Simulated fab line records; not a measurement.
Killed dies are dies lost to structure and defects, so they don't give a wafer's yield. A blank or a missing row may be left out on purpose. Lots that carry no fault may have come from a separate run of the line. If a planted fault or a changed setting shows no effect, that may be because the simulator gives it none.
8D (eight disciplines) problem report, filled in by code :: flow sky130 :: the parts of the form that need people (team, actions taken, sign-off) are left out

== 1. PROBLEM STATEMENT ==
At SKY_LDD_N_IMPLANT_12, beam energy keV averages 48.201 over 6 wafers from 2 lots, while fault-free wafers read 49.997, standard deviation 0.017. That is -99 or more standard deviations from the usual mean.
Earliest sighting: wafer L230.1 on implanter-04 at day 22 17:27. The record has a number at this step for 18 wafers belonging to 6 lots. By rule, "out" or "out of limits" means more than 4 standard deviations away from the usual mean. Any other wafer with a number is counted as sound.

== 2. WHAT IT IS, WHAT IT ISN'T ==
question: which readings at this step
is: beam energy keV
is not: beam on s

question: which lots
is: L230, L231
is not: L223, L228, L234, L238

question: which wafers of those lots
is: all that have a number
is not: -

question: read on which tools
is: implanter-04
is not: implanter-01

question: when
is: from day 22 17:27
is not: up to then (6 sound wafers); but 6 sound wafers of L234, L238 came after

== 3. SUSPECTS, AND WHAT RULES EACH OUT ==
Counting: a tool stays on the suspect list if, at a process step up to the reading, it processed all lots that are out and no sound lot following the first of them.
- implanter-04 at SKY_LDD_N_IMPLANT_12: kept. All lots that are out passed through it, beginning with L230 at day 22 17:27, and no sound lot followed; its final sound lot before that point was L228 at day 22 12:26. On those wafers its own readings are out: beam energy keV.
Left after counting: implanter-04 at SKY_LDD_N_IMPLANT_12.

== 4. THE CAUSE (what the simulator had put in) ==
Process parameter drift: implanter-04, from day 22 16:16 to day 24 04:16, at SKY_LDD_N_IMPLANT_12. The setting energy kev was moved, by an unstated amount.
Only this tool survived the counting.

== 5. THE CHAIN OF EFFECTS, in route order ==
Rows list readings where the struck wafers' mean (over those with a number) sits beyond 3 standard deviations from the usual. Scope: only readings with a usual standard deviation given in the record; hours: median across lots of the time from each lot's start at the first step in this table that gives one to its start at this step; sigmas: change in usual standard deviations.
hours: 0
step: SKY_LDD_N_IMPLANT_12
reading: beam energy keV
usual: 49.997
on struck wafers: 48.201
change: -1.796
sigmas: -99 or more
Here are the process steps it includes:
- SKY_LDD_N_IMPLANT_12

== 6. WHAT WOULD HAVE CAUGHT IT SOONER ==
In this record the first reading out of limits was taken at day 22 17:27, 1 hour after the fault began at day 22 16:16.
